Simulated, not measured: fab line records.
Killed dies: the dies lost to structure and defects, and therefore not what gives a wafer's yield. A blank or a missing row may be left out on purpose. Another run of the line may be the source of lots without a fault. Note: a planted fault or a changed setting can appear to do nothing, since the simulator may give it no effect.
One fault through the eyes of 2 desks + flow gf180mcu + what lay behind the numbers comes last; until then each desk has only its own

AT THE METROLOGY DESK
Lot by lot, what the gauges showed, no matter which tool ran the lot: averages of those sampled wafers that carry a number. Any lot whose mean is over 4 standard deviations away from the usual mean is out of limits and marked OUT; that distance is given in the brackets.
Columns: A = V5_W_RS at GF_V5_RS_MEAS_24, usual 0.328 ohm/sq; B = TOP_METAL_OVL at GF_TOP_METAL_OVL_MEAS_15, usual -0.3 nm
| lot  | first seen here | A     | B    |
|------|-----------------|-------|------|
| L812 | day 28 04:03    | 0.324 | -0.6 |
| L813 | day 28 13:23    | 0.327 | 0.0  |
| L814 | day 28 13:40    | 0.325 | -0.4 |
| L815 | day 29 04:16    | 0.322 | -0.9 |
| L816 | day 29 14:28    | 0.334 | 2.3  |
| L817 | day 29 19:34    | 0.333 | -0.3 |
| L820 | day 30 11:32    | 0.325 | -0.7 |
| L823 | day 31 11:44    | 0.326 | -1.5 |
| L826 | day 31 22:16    | 0.328 | 0.6  |
| L828 | day 32 14:20    | 0.331 | -0.4 |
| L829 | day 32 21:19    | 0.324 | 1.3  |
| L830 | day 32 23:20    | 0.326 | -1.2 |
| L831 | day 33 02:45    | 0.329 | -1.2 |
Finding of this desk: none of the 13 lots has anything out of limits.

TOOL OWNER'S DESK, cmp-02
The tool's own readings at GF_V4_CMP_04 (polishes SiO2): means of the sampled wafers that have a number, for each lot that ran on this tool. Any lot whose mean is over 4 standard deviations away from the usual mean is out of limits and marked OUT; that distance is given in the brackets.
Columns: A = motor current A at GF_V4_CMP_04, usual 12.5 A; B = retaining ring pressure frac at GF_V4_CMP_04, usual 1.000; C = slurry filter dp kPa at GF_V4_CMP_04, usual 13.49 kPa; D = time to endpoint s at GF_V4_CMP_04, usual 79 s
| lot  | first seen here | A    | B     | C     | D  |
|------|-----------------|------|-------|-------|----|
| L812 | day 24 13:14    | 12.7 | 1.001 | 13.53 | 89 |
| L820 | day 26 22:23    | 12.9 | 1.000 | 13.51 | 91 |
| L826 | day 28 14:25    | 12.8 | 0.999 | 13.45 | 78 |
Finding of this desk: none of the 3 lots has anything out of limits.

BROUGHT TOGETHER
At the metrology desk, nothing out of limits was observed.
The tool owner's desk saw nothing out of limits.

WHAT THE SIMULATOR PUT IN
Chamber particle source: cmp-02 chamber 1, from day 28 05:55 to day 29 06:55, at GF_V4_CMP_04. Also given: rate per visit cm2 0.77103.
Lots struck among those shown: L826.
